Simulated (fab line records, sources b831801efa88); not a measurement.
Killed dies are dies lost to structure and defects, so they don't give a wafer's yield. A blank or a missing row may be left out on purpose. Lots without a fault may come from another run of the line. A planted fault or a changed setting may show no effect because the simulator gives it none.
A struck lot beside a sound one | flow sky130 | 22 steps out of a route of 708
Sound: wafers L252.1, L252.2, L252.4. Struck: wafers L248.1, L248.3, L248.6. The cause comes at the end.
At each step with rows: each side's tool, then ch and its chambers, then its first start. Under that, the readings that differ: sound wafers | struck wafers | difference of the means | sigmas: that difference in standard deviations of wafers without a fault.
alike: readings whose means differ by less than 2 such deviations, and words and numbers that are the same on both sides. not compared: withheld readings, readings that some wafer has no value for, bounds like >300 that may hide the same value, and numbers for which the record gives no deviation and whose values overlap.
The two part at a step that has a row with sigmas, a row that says differs or no value, or rows on one side only. Numbers that don't overlap but have no deviation are shown without sigmas and don't part them. A reading that every wafer of one side lacks parts them only if that side has two wafers or more.

first, 7 steps without rows for these wafers: SKY_FIELD_ISO_HMDS_06 (prime time 60 s); SKY_FIELD_ISO_COAT_07 (resist thk 60 nm); SKY_FIELD_ISO_COAT_08 (resist thk 450 nm); SKY_FIELD_ISO_SOFTBAKE_09 (time 90 s); SKY_FIELD_ISO_EXPOSE_10 (exposes mask FOM, target cd 150 nm); SKY_FIELD_ISO_PEB_11; SKY_FIELD_ISO_DEVELOP_12 (develop time 60 s).
SKY_FIELD_ISO_CD_MEAS_13: target cd 150 nm.
  sound on cd_sem-02, day 5 16:28; struck on cd_sem-01, day 4 19:27
  reading    | sound             | struck            | difference | sigmas
  cd_nm (nm) | 148.8 148.8 148.6 | 153.1 154.5 153.7 | +5.0       | +3
SKY_FIELD_ISO_ETCH_14: etches BARC in N2/H2, stops on SiO2, time 45.9 s, target depth 60 nm.
  sound on rie_diel-01 ch 1,2,3, day 5 16:35; struck on rie_diel-01 ch 1,3, day 4 19:34
  alike: bias_w, chamber_pressure_mTorr, drypump_motor_current_A, oes_product_au, throttle_valve_pct
  not compared: rf_hours_counter_h
SKY_FIELD_ISO_ETCH_15: etches the open film in CHF3/O2, stops on Si, target depth 180 nm, time 72 s.
  sound on rie_diel-01 ch 1,2,3, day 5 16:38; struck on rie_diel-01 ch 1,3, day 4 19:37
  alike: O2_flow_sccm, bias_w, drypump_motor_current_A, oes_product_au, throttle_valve_pct
  not compared: rf_hours_counter_h
SKY_FIELD_ISO_STRIP_16: strips in O2/N2.
  sound on plasma_asher-02 ch 0,1, day 5 16:41; struck on plasma_asher-04 ch 0,1, day 4 19:40
  alike: drypump_motor_current_A, oes_product_au, strip_time_to_endpoint_s
  not compared: rf_hours_counter_h
SKY_FIELD_ISO_ETCH_17: etches Si in HBr/Cl2/O2, target depth 342 nm, time 97.7 s.
  sound on rie_si-02 ch 0,1,3, day 5 16:47; struck on rie_si-02 ch 0,3, day 4 19:46
  alike: HBr_flow_sccm, O2_flow_sccm, drypump_motor_current_A, oes_product_au, throttle_valve_pct
  not compared: rf_hours_counter_h
SKY_FIELD_ISO_WET_ETCH_18: etches Si3N4 in H3PO4, target depth 25 nm, time 286 s.
  sound on wet_bench-01 ch 3, day 5 16:51; struck on wet_bench-01 ch 1, day 4 19:50
  no value came back on the struck wafers for bath_guard_temp_C (C), bath_heat_duty_pct (%); on the sound wafers bath_guard_temp_C (C) reads 160.4 160.7 160.5
  reading                                     | sound           | struck            | difference | sigmas
  model.Si3N4_of_FIELD_ISO_CVD_03.thk_nm (nm) | 124.2 124 121.9 | 149.7 149.4 150.4 | +26.5      |
then, 6 steps without rows for these wafers: SKY_FIELD_ISO_CLEAN_19 (cleans in SC1/SC2, time 150 s); SKY_FIELD_ISO_CLEAN_20 (cleans in dHF, time 20 s); SKY_FIELD_ISO_WET_ETCH_21 (etches SiO2 in dHF, target depth 20 nm, time 400 s); SKY_FIELD_ISO_OXIDATION_22 (stabilise 600 s, purge 300 s, target thk 10 nm); SKY_FIELD_ISO_CVD_24 (deposits SiO2, target thk 595 nm, time 99.2 s); SKY_FIELD_ISO_ANNEAL_26 (time 1800 s).
SKY_FIELD_ISO_CMP_27: polishes, stops on Si3N4, t overpolish 16 s, target thk 457.8 nm.
  sound on cmp-01 ch 1,2,3, day 5 22:47; struck on cmp-01 ch 0,3, day 4 23:46
  alike: motor_current_A
SKY_FIELD_ISO_WET_ETCH_28: etches SiO2 in dHF, target depth 23.7 nm, time 47 s.
  sound on wet_bench-01 ch 3, day 5 23:05; struck on wet_bench-01 ch 3, day 5 00:04
  reading                                     | sound         | struck            | difference | sigmas
  model.Si3N4_of_FIELD_ISO_CVD_03.thk_nm (nm) | 118.2 118 116 | 143.8 143.5 144.5 | +26.5      |
  alike: bath_heat_duty_pct, run_length_s
then, 1 step without rows for these wafers: SKY_FIELD_ISO_WET_ETCH_29 (etches Si3N4 in H3PO4, target depth 160 nm, time 1825 s).

WHERE THEY PART
First at SKY_FIELD_ISO_CD_MEAS_13; last, within this record, at SKY_FIELD_ISO_WET_ETCH_18. Later steps at which nothing parts them and some readings are alike: SKY_FIELD_ISO_CMP_27, SKY_FIELD_ISO_WET_ETCH_28.

WHY: what the simulator had put in
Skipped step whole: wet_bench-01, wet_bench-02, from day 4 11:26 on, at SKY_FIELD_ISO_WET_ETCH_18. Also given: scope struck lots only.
